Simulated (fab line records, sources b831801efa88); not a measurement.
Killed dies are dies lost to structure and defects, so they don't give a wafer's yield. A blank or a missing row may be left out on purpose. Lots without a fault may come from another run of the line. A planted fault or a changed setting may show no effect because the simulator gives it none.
Which tool did it? | flow sky130 | 12 lots, 36 wafers sampled, at 3 steps of a route of 708

WHAT THE GAUGES READ, wafer by wafer
SKY_VIA4_THK_MEAS_20: measures by xrf. Usual: VIA4_W_THK 505 nm, standard deviation 6.8.
lot  | measured     | on            | VIA4_W_THK (nm) | flag
L956 | day 44 17:20 | film_metro-01 | 522 524 519     |
L957 | day 45 03:28 | film_metro-04 | 501 503 515     |
L958 | day 45 05:28 | film_metro-02 | 497 498 493     |
L959 | day 45 08:37 | film_metro-01 | 500 502 500     |
L961 | day 46 03:07 | film_metro-02 | 496 504 492     |
L965 | day 46 23:14 | film_metro-04 | 521 510 508     |
L970 | day 48 04:19 | film_metro-02 | 497 509 496     |
L972 | day 48 16:16 | film_metro-02 | 502 495 500     |
L973 | day 48 17:53 | film_metro-04 | 511 509 500     |
L974 | day 48 23:21 | film_metro-04 | 506 519 509     |
L975 | day 49 07:03 | film_metro-04 | 514 510 511     |
L976 | day 49 14:17 | film_metro-01 | 500 510 510     |

WHICH TOOL RAN EACH LOT (tool, then ch and the chambers of the sampled wafers, then the start)
lot  | SKY_VIA3_CVD_21               | SKY_VIA4_SPUTTER_17
L956 | cvd_w-01 ch 0,1, day 41 13:56 | pvd_sputter-01, day 44 17:00
L957 | cvd_w-02 ch 0,1, day 42 00:31 | pvd_sputter-01, day 45 03:07
L958 | cvd_w-02 ch 0,1, day 42 02:39 | pvd_sputter-02, day 45 05:08
L959 | cvd_w-02 ch 0,1, day 42 07:47 | pvd_sputter-02, day 45 08:16
L961 | cvd_w-02 ch 0,1, day 43 02:01 | pvd_sputter-04, day 46 02:46
L965 | cvd_w-01 ch 0,1, day 44 01:27 | pvd_sputter-01, day 46 22:49
L970 | cvd_w-01 ch 0,1, day 45 07:49 | pvd_sputter-02, day 48 03:59
L972 | cvd_w-01 ch 0,1, day 45 21:41 | pvd_sputter-02, day 48 15:55
L973 | cvd_w-01 ch 0,1, day 46 00:49 | pvd_sputter-01, day 48 17:34
L974 | cvd_w-02 ch 0,1, day 46 06:17 | pvd_sputter-04, day 48 23:01
L975 | cvd_w-02 ch 0,1, day 46 14:40 | pvd_sputter-04, day 49 06:43
L976 | cvd_w-02 ch 0, day 46 22:04   | pvd_sputter-02, day 49 13:57
- SKY_VIA3_CVD_21: deposits W, target thk 390 nm, time 117.31 s.
- SKY_VIA4_SPUTTER_17: material TiN, target thk 20 nm, time 80 s.

WHAT THE TOOLS THEMSELVES READ (means of the sampled wafers that have a number; where no wafer has one, the mark that the record gives instead)
SKY_VIA3_CVD_21. Usual: heater_power_w 872 W, standard deviation 96.
lot  | tool     | heater_power_w (W) | flag
L956 | cvd_w-01 | 943                |
L957 | cvd_w-02 | 870                |
L958 | cvd_w-02 | 856                |
L959 | cvd_w-02 | 847                |
L961 | cvd_w-02 | 874                |
L965 | cvd_w-01 | 940                |
L970 | cvd_w-01 | 937                |
L972 | cvd_w-01 | 867                |
L973 | cvd_w-01 | 873                |
L974 | cvd_w-02 | 813                |
L975 | cvd_w-02 | 828                |
L976 | cvd_w-02 | 768                |

SKY_VIA4_SPUTTER_17. Usual: throttle_valve_pct 30.3 %, standard deviation 1.1.
lot  | tool           | throttle_valve_pct (%) | flag
L956 | pvd_sputter-01 | 30.3                   |
L957 | pvd_sputter-01 | 31.0                   |
L958 | pvd_sputter-02 | 30.4                   |
L959 | pvd_sputter-02 | 30.1                   |
L961 | pvd_sputter-04 | 30.4                   |
L965 | pvd_sputter-01 | 29.6                   |
L970 | pvd_sputter-02 | 29.8                   |
L972 | pvd_sputter-02 | 29.6                   |
L973 | pvd_sputter-01 | 31.1                   |
L974 | pvd_sputter-04 | 30.6                   |
L975 | pvd_sputter-04 | 30.1                   |
L976 | pvd_sputter-02 | 30.8                   |

THE ANSWER, worked out from the rows above alone
Rule: a lot is off if the mean of its wafers that have a number lies more than 3 standard deviations from the usual mean. A lot without any number at a reading at which 4 lots or more have one is off too. The other lots that the step has rows for count as sound. The gauges are gone through in route order, then the tools' own readings, and for those a lot's mean is taken as printed above. The first step at which some lot is off is used, and at that step the reading that is off furthest; a lot without a number counts as furthest.
No lot is off at any reading shown: from this, nothing can be told.

WHAT THE SIMULATOR HAD PUT IN
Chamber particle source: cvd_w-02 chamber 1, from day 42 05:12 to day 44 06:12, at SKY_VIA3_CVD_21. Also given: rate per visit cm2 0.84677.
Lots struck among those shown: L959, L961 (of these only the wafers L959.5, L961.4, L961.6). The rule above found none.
